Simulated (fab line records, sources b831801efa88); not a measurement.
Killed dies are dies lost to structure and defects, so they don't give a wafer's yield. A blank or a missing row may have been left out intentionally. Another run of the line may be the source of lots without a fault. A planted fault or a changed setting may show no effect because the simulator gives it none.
Matching of chambers || flow gf180mcu || GF_V4_CMP_26 on cmp-01 has 4 sister chambers
The step polishes, stops on SiO2, t overpolish 15 s, target thk 0 nm. 4 wafers are shown with their chamber, then 8 later ones without.

## WAFERS WITH THEIR CHAMBER
{"wafer": "L166.5", "chamber": 3, "motorCurrentA (A)": 10.2}
{"wafer": "L167.1", "chamber": 1, "motorCurrentA (A)": 11.3}
{"wafer": "L167.6", "chamber": 2, "motorCurrentA (A)": 9.3}
{"wafer": "L171.3", "chamber": 0, "motorCurrentA (A)": 10.7}

## WAFERS WHOSE CHAMBER IS MISSING
{"wafer": "L171.5", "motorCurrentA (A)": 11.2}
{"wafer": "L171.6", "motorCurrentA (A)": 9.1}
{"wafer": "L174.1", "motorCurrentA (A)": 11.1}
{"wafer": "L174.2", "motorCurrentA (A)": 10.0}
{"wafer": "L174.5", "motorCurrentA (A)": 10.5}
{"wafer": "L181.1", "motorCurrentA (A)": 11.3}
{"wafer": "L181.4", "motorCurrentA (A)": 9.0}
{"wafer": "L181.6", "motorCurrentA (A)": 10.1}

## THE CHAMBER EACH PASSED THROUGH
{"wafer": "L171.5", "from the rows above": 1, "in truth": 1}
{"wafer": "L171.6", "from the rows above": 2, "in truth": 2}
{"wafer": "L174.1", "from the rows above": "can't be placed: 1 or 0", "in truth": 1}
{"wafer": "L174.2", "from the rows above": 3, "in truth": 3}
{"wafer": "L174.5", "from the rows above": "can't be placed: 0 or 3", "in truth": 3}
{"wafer": "L181.1", "from the rows above": 1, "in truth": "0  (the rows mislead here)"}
{"wafer": "L181.4", "from the rows above": 2, "in truth": 2}
{"wafer": "L181.6", "from the rows above": 3, "in truth": 3}
5 of 8 placed correctly. These rows do not allow placing 2 (true chamber among the candidates in 2). Number placed wrongly: 1.
How it was worked out, from the rows above alone: a wafer's distance from a chamber is the root of the sum, over the readings, of the square of ((its reading less the chamber's mean) divided by the reading's scatter). The wafer belongs to the nearest chamber; if the next one is less than 2 further off, it can't be placed. Each chamber's mean is taken over the wafers shown for it. The scatter (one wafer shown for each chamber): square how far every hidden wafer sits from the nearest shown wafer, average those squares and take the square root.
